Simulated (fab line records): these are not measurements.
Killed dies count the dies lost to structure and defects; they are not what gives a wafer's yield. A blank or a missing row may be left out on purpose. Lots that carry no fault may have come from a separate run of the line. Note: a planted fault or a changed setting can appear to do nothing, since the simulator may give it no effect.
One fault through the eyes of 2 desks | flow sky130 | each desk holds nothing but its own numbers, with what lay behind them at the end

TOOL OWNER'S DESK, rie diel-03
The tool's own readings at SKY_FIELD_ISO_ETCH_14 (etches BARC in N2/H2, stops on SiO2, time 45.9 s, target depth 60 nm): means of the sampled wafers that have a number, for each lot that ran on this tool. If a lot's mean is further than 4 standard deviations from the usual mean, the lot is out of limits and carries the mark OUT (the distance appears in the brackets).
Columns: A = drypump motor current A at SKY_FIELD_ISO_ETCH_14, usual 5.7 A; B = oes product au at SKY_FIELD_ISO_ETCH_14, usual 0.856 a.u.; C = run length s at SKY_FIELD_ISO_ETCH_14, usual 74.3 s; D = throttle valve pct at SKY_FIELD_ISO_ETCH_14, usual 13.225 %
lot  | first seen here | A   | B               | C               | D
L321 | day 2 20:58     | 5.2 | 0.856           | 74.4            | 13.231
L322 | day 3 02:54     | 5.4 | 0.856           | 74.5            | 13.214
L324 | day 3 11:52     | 5.9 | 0.857           | 74.1            | 13.231
L328 | day 4 08:00     | 5.1 | 0.862           | 74.5            | 13.234
L331 | day 4 23:28     | 6.0 | 0.857           | 74.2            | 13.221
L334 | day 5 15:21     | 5.6 | 0.917 (+12) OUT | 71.0 (-8.6) OUT | 13.224
L335 | day 5 20:37     | 5.5 | 0.919 (+13) OUT | 71.0 (-8.7) OUT | 13.224
Finding of this desk: L334, L335 out of limits; the first was L334 at day 5 15:21, on oes product au at SKY_FIELD_ISO_ETCH_14. L321, L322, L324, L328, L331: within limits.

METROLOGY DESK
Lot by lot, what the gauges showed, no matter which tool ran the lot: averages of those sampled wafers that carry a number. If a lot's mean is further than 4 standard deviations from the usual mean, the lot is out of limits and carries the mark OUT (the distance appears in the brackets).
Columns: A = VT_ADJUST_HVTP_TW at SKY_VT_ADJUST_HVTP_TW_MEAS_11, usual 1361
lot  | first seen here | A
L318 | day 6 03:17     | 1348
L321 | day 6 20:11     | 1377
L322 | day 7 04:27     | 1346
L323 | day 7 07:36     | 1356
L324 | day 7 13:55     | 1371
L328 | day 8 16:11     | 1349
L331 | day 9 17:01     | 1375
L334 | day 10 06:47    | 1380
L335 | day 10 13:59    | 1351
L338 | day 11 11:17    | 1349
L339 | day 11 20:46    | 1349
L341 | day 12 13:49    | 1377
This desk's verdict: no lot among the 12 shows anything out of limits.

PUT TOGETHER
An alarm could have come from the tool owner's desk at day 5 15:21, on L334, L335.
Metrology desk: nothing out of limits seen.
The metrology desk has L334, L335 on record, within its limits.
All the named lots went through SKY_FIELD_ISO_ETCH_14 on rie diel-03.

WHAT THE SIMULATOR PUT IN
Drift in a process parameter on rie diel-03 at SKY_FIELD_ISO_ETCH_14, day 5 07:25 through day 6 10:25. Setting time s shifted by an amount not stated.
Shown lots that were struck: L334, L335.
Hours from the fault's start to each desk's first reading out of limits: the tool owner's desk, 8.
